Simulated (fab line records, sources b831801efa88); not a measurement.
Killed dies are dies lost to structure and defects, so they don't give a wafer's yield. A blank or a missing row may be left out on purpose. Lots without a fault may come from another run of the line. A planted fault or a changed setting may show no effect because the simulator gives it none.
Which tool did it? | flow sky130 | 12 lots, 33 wafers sampled, at 5 steps of a route of 708

WHAT THE GAUGES READ, wafer by wafer
SKY_PWDE_TW_MEAS_10. Usual: PWDE_TW 370.7, standard deviation 2.3.
lot  | measured    | on            | PWDE_TW           | flag
L931 | day 3 21:43 | film_metro-03 | 364.8 368.1 367.4 |
L937 | day 5 05:53 | film_metro-01 | 373.0 373.2 374.3 |
L938 | day 5 12:10 | film_metro-02 | 368.7 370.3 369.5 |
L940 | day 5 22:19 | film_metro-01 | 375.9 372.5       |
L942 | day 6 10:25 | film_metro-01 | 372.9 372.2       |
L944 | day 6 20:26 | film_metro-01 | 370.3 369.7       |
L948 | day 8 02:13 | film_metro-02 | 367.6 370.7 369.1 |
L949 | day 8 08:11 | film_metro-03 | 375.8 374.3 374.8 |
L950 | day 8 08:55 | film_metro-02 | 369.1 366.4 369.1 |
L952 | day 9 01:17 | film_metro-02 | 367.1 367.2 367.3 |
L953 | day 9 03:05 | film_metro-01 | 368.8 369.8 371.2 |
L954 | day 9 07:53 | film_metro-01 | 371.0 369.8 371.5 |

SKY_SD_N_RS_MEAS_16: measures by four-point-probe. Usual: SD_N_RS 68.54 ohm/sq, standard deviation 0.15.
lot  | measured     | on            | SD_N_RS (ohm/sq)  | flag
L931 | day 27 22:43 | film_metro-02 | 68.63 68.65 68.60 |
L937 | day 29 23:57 | film_metro-01 | 68.39 68.29 68.48 |
L938 | day 30 08:31 | film_metro-02 | 68.85 68.81 68.91 |
L940 | day 31 02:32 | film_metro-01 | 70.16 70.09       | OFF
L942 | day 31 16:56 | film_metro-04 | 70.42 68.48       | OFF
L944 | day 32 09:07 | film_metro-02 | 68.73 70.58       | OFF
L948 | day 33 17:01 | film_metro-04 | 68.41 68.51 68.33 |
L949 | day 34 07:11 | film_metro-04 | 68.57 68.56 68.58 |
L950 | day 34 11:38 | film_metro-02 | 68.59 68.69 68.49 |
L952 | day 34 22:39 | film_metro-04 | 68.46 68.62 68.63 |
L953 | day 35 07:20 | film_metro-04 | 68.50 68.52 68.65 |
L954 | day 35 11:19 | film_metro-04 | 68.48 68.60 68.66 |

WHICH TOOL RAN EACH LOT (tool, then ch and the chambers of the sampled wafers, then the start)
lot  | SKY_VT_ADJUST_HVTR_STRIP_10          | SKY_SD_N_IMPLANT_09             | SKY_SD_N_STRIP_11
L931 | plasma_asher-02 ch 0,1, day 9 11:29  | implanter-02 ch 0, day 27 22:01 | plasma_asher-01 ch 0, day 27 22:19
L937 | plasma_asher-02 ch 0,1, day 11 07:28 | implanter-04 ch 0, day 29 23:16 | plasma_asher-01 ch 0,1, day 29 23:34
L938 | plasma_asher-03 ch 0,1, day 11 17:16 | implanter-01 ch 0, day 30 07:50 | plasma_asher-04 ch 0,1, day 30 08:08
L940 | plasma_asher-03 ch 0,1, day 12 05:52 | implanter-01 ch 0, day 31 01:51 | plasma_asher-01 ch 1, day 31 02:07
L942 | plasma_asher-04 ch 1, day 12 19:20   | implanter-01 ch 0, day 31 16:16 | plasma_asher-02 ch 0,1, day 31 16:32
L944 | plasma_asher-02 ch 1, day 13 07:36   | implanter-01 ch 0, day 32 08:26 | plasma_asher-01 ch 0,1, day 32 08:43
L948 | plasma_asher-03 ch 0,1, day 15 00:02 | implanter-04 ch 0, day 33 16:20 | plasma_asher-04 ch 0,1, day 33 16:38
L949 | plasma_asher-04 ch 0,1, day 15 09:04 | implanter-04 ch 0, day 34 06:30 | plasma_asher-04 ch 0,1, day 34 06:46
L950 | plasma_asher-02 ch 0,1, day 15 10:04 | implanter-02 ch 0, day 34 10:57 | plasma_asher-01 ch 0,1, day 34 11:15
L952 | plasma_asher-02 ch 0,1, day 16 06:03 | implanter-01 ch 0, day 34 21:58 | plasma_asher-02 ch 0,1, day 34 22:16
L953 | plasma_asher-02 ch 0,1, day 16 09:10 | implanter-04 ch 0, day 35 06:39 | plasma_asher-04 ch 0,1, day 35 06:56
L954 | plasma_asher-04 ch 0,1, day 16 16:09 | implanter-02 ch 0, day 35 10:39 | plasma_asher-04 ch 0,1, day 35 10:55
- SKY_VT_ADJUST_HVTR_STRIP_10: strips in O2/N2.
- SKY_SD_N_IMPLANT_09
- SKY_SD_N_STRIP_11: strips in O2/N2.

WHAT THE TOOLS THEMSELVES READ (means of the sampled wafers that have a number; where no wafer has one, the mark that the record gives instead)
SKY_VT_ADJUST_HVTR_STRIP_10. Usual: drypump_motor_current_A 5.6 A, standard deviation 0.5; oes_product_au 0.716 a.u., standard deviation 0.0043; strip_time_to_endpoint_s 14.18 s, standard deviation 0.034.
lot  | tool            | drypump_motor_current_A (A) | oes_product_au (a.u.) | strip_time_to_endpoint_s (s) | flag
L931 | plasma_asher-02 | 5.6                         | 0.720                 | 14.16                        |
L937 | plasma_asher-02 | 5.6                         | 0.713                 | 14.18                        |
L938 | plasma_asher-03 | 5.1                         | 0.715                 | 14.19                        |
L940 | plasma_asher-03 | 5.0                         | 0.716                 | 14.21                        |
L942 | plasma_asher-04 | 5.5                         | 0.714                 | 14.20                        |
L944 | plasma_asher-02 | 5.2                         | 0.715                 | 14.18                        |
L948 | plasma_asher-03 | 5.1                         | 0.717                 | 14.21                        |
L949 | plasma_asher-04 | 5.7                         | 0.715                 | 14.16                        |
L950 | plasma_asher-02 | 5.9                         | 0.714                 | 14.14                        |
L952 | plasma_asher-02 | 5.9                         | 0.718                 | 14.18                        |
L953 | plasma_asher-02 | 5.5                         | 0.720                 | 14.18                        |
L954 | plasma_asher-04 | 5.8                         | 0.717                 | 14.14                        |

SKY_SD_N_IMPLANT_09. Usual: beam_on_s 20.2 s, standard deviation 0.66; faraday_current_uA 10901, standard deviation 350.
lot  | tool         | beam_on_s (s) | faraday_current_uA | flag
L931 | implanter-02 | 20.2          | 10856              |
L937 | implanter-04 | 19.7          | 11114              |
L938 | implanter-01 | 21.0          | 10462              |
L940 | implanter-01 | 17.6          | 12456              | OFF
L942 | implanter-01 | 19.2          | 11510              |
L944 | implanter-01 | 19.2          | 11551              |
L948 | implanter-04 | 19.3          | 11341              |
L949 | implanter-04 | 20.0          | 10982              |
L950 | implanter-02 | 19.8          | 11068              |
L952 | implanter-01 | 21.0          | 10452              |
L953 | implanter-04 | 19.4          | 11296              |
L954 | implanter-02 | 20.0          | 10992              |

SKY_SD_N_STRIP_11. Usual: drypump_motor_current_A 5.69 A, standard deviation 0.28; oes_product_au 0.527 a.u., standard deviation 0.0043; strip_time_to_endpoint_s 22.54 s, standard deviation 0.052.
lot  | tool            | drypump_motor_current_A (A) | oes_product_au (a.u.) | strip_time_to_endpoint_s (s) | flag
L931 | plasma_asher-01 | 5.49                        | 0.519                 | 22.55                        |
L937 | plasma_asher-01 | 5.72                        | 0.524                 | 22.49                        |
L938 | plasma_asher-04 | 5.83                        | 0.527                 | 22.54                        |
L940 | plasma_asher-01 | 5.83                        | 0.538                 | 21.87                        | OFF
L942 | plasma_asher-02 | 5.71                        | 0.533                 | 22.20                        | OFF
L944 | plasma_asher-01 | 5.62                        | 0.534                 | 22.14                        | OFF
L948 | plasma_asher-04 | 5.82                        | 0.527                 | 22.51                        |
L949 | plasma_asher-04 | 5.66                        | 0.526                 | 22.54                        |
L950 | plasma_asher-01 | 5.57                        | 0.529                 | 22.58                        |
L952 | plasma_asher-02 | 5.54                        | 0.534                 | 22.57                        |
L953 | plasma_asher-04 | 5.83                        | 0.526                 | 22.59                        |
L954 | plasma_asher-04 | 5.83                        | 0.526                 | 22.63                        |

THE ANSWER, worked out from the rows above alone
Rule: a lot is off if the mean of its wafers that have a number lies more than 3 standard deviations from the usual mean. A lot without any number at a reading at which 4 lots or more have one is off too. The other lots that the step has rows for count as sound. The gauges are gone through in route order, then the tools' own readings, and for those a lot's mean is taken as printed above. The first step at which some lot is off is used, and at that step the reading that is off furthest; a lot without a number counts as furthest.
Off: L940, L942, L944, at SKY_SD_N_RS_MEAS_16 (SD_N_RS).
A tool fits if, at a process step before that reading, it ran every lot that is off, and no sound lot after the first of them. The gauges at SKY_SD_N_RS_MEAS_16 aren't tried: what is off there is off at SKY_SD_N_STRIP_11 too, on other tools, and a gauge's error can't cause that. None of those tried fits.

WHAT THE SIMULATOR HAD PUT IN
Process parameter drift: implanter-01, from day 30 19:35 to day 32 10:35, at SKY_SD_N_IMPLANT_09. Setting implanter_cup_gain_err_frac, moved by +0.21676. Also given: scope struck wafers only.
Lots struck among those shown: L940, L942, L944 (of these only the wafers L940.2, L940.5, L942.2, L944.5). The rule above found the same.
